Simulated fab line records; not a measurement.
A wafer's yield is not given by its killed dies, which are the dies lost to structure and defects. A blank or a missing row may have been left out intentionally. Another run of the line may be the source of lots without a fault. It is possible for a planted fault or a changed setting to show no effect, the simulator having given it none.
Tool commonality check    flow sky130    12 lots and 45 wafers in the sample

## WHY IT WAS OPENED
Of 12 lots, 3 have the reading LDD_HVP_TW flagged at SKY_LDD_HVP_TW_MEAS_10. Fault-free wafers read 457.5, with a standard deviation of 2.3.
Rule: a lot gets a flag if all its wafers with a number sit over 4 standard deviations from that mean, or if no wafer of it has a number. The rest of the lots are taken to be sound.

lot   measured      on            LDD_HVP_TW, wafer by wafer           flag
L469  day 22 03:22  filmMetro-03  455.7 458.8 454.0                    
L472  day 23 02:11  filmMetro-02  459.7 461.6 462.3                    
L473  day 23 16:56  filmMetro-04  458.4 462.8 458.3                    
L474  day 23 23:23  filmMetro-02  456.5 459.2 459.6                    
L475  day 24 10:05  filmMetro-03  453.6 454.0 456.2                    
L477  day 26 00:55  filmMetro-02  461.0 456.1 458.3                    
L481  day 26 15:40  filmMetro-03  506.6 506.1 507.1 509.6 507.1 511.6  FLAGGED
L480  day 26 17:52  filmMetro-04  510.8 512.0 512.9 510.9 511.7 511.4  FLAGGED
L482  day 26 21:17  filmMetro-02  511.1 510.7 507.8 511.1 511.4 509.2  FLAGGED
L485  day 27 20:52  filmMetro-04  461.6 461.8 461.1                    
L490  day 29 14:11  filmMetro-02  457.9 458.7 456.1                    
L491  day 29 18:20  filmMetro-03  453.6 454.3 455.1                    
The numbers of the flagged lots are 509.9 on average: +52.4 against the usual, or +23 standard deviations.

## WHICH TOOL RAN EACH LOT
The record holds 2 process steps before the reading, out of a route of 708 steps. In each cell: the tool, then ch and the chambers that the sampled wafers went through, then the start.
lot   flag     SKY_NWELL_RTA_28                 SKY_LDD_HVP_IMPLANT_08
L469           rtpAnneal-02 ch 0, day 5 11:31   implanter-01 ch 0, day 22 03:07
L472           rtpAnneal-02 ch 0, day 6 03:11   implanter-01 ch 0, day 23 01:56
L473           rtpAnneal-02 ch 0, day 6 10:44   implanter-03 ch 0, day 23 16:41
L474           rtpAnneal-02 ch 0, day 6 16:17   implanter-01 ch 0, day 23 23:10
L475           rtpAnneal-01 ch 0, day 6 20:19   implanter-02 ch 0, day 24 09:52
L477           rtpAnneal-01 ch 0, day 8 01:27   implanter-02 ch 0, day 26 00:40
L481  FLAGGED  rtpAnneal-01 ch 0, day 8 11:15   implanter-02 ch 0, day 26 15:25
L480  FLAGGED  rtpAnneal-02 ch 0, day 8 11:11   implanter-02 ch 0, day 26 17:37
L482  FLAGGED  rtpAnneal-02 ch 0, day 8 16:06   implanter-02 ch 0, day 26 21:05
L485           rtpAnneal-01 ch 0, day 9 12:14   implanter-01 ch 0, day 27 20:38
L490           rtpAnneal-02 ch 0, day 10 19:29  implanter-03 ch 0, day 29 13:56
L491           rtpAnneal-01 ch 0, day 10 21:55  implanter-03 ch 0, day 29 18:07
These steps, and what they do:
- SKY_NWELL_RTA_28: time 30 s.
- SKY_LDD_HVP_IMPLANT_08
- SKY_LDD_HVP_TW_MEAS_10

## FLAGGED OVER TOTAL, TOOL BY TOOL (the gauges that took the reading come last)
step                    tool          lots run  flagged  share of the flagged lots  sound lots run after its first flagged lot
SKY_NWELL_RTA_28        rtpAnneal-01  5         1        some                       2 (L485,L491)
SKY_NWELL_RTA_28        rtpAnneal-02  7         2        some                       1 (L490)
SKY_LDD_HVP_IMPLANT_08  implanter-01  4         0        none                       -
SKY_LDD_HVP_IMPLANT_08  implanter-02  5         3        all                        0
SKY_LDD_HVP_IMPLANT_08  implanter-03  3         0        none                       -
SKY_LDD_HVP_TW_MEAS_10  filmMetro-02  5         1        some                       1 (L490)
SKY_LDD_HVP_TW_MEAS_10  filmMetro-03  4         1        some                       1 (L491)
SKY_LDD_HVP_TW_MEAS_10  filmMetro-04  3         1        some                       1 (L485)

## WHAT THE TABLE ALLOWS
1 row of the table ran every flagged lot: implanter-02 at SKY_LDD_HVP_IMPLANT_08.
- implanter-02 at SKY_LDD_HVP_IMPLANT_08: 3 of its 5 lots flagged. It ran its last sound lot, L477, at day 26 00:40 and its first flagged lot, L481, at day 26 15:25: a fault with its onset between the two fits. Its own readings lie more than 4 standard deviations out on every wafer of the flagged lots: doseIonsCm2, faradayCurrentUA.
Left over: one tool, implanter-02 at SKY_LDD_HVP_IMPLANT_08.

## WHAT THE SIMULATOR HAD INSERTED
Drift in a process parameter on implanter-02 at SKY_LDD_HVP_IMPLANT_08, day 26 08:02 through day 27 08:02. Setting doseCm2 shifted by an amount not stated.
Struck lots among those shown: L481, L480, L482. This agrees with what the rule above found.
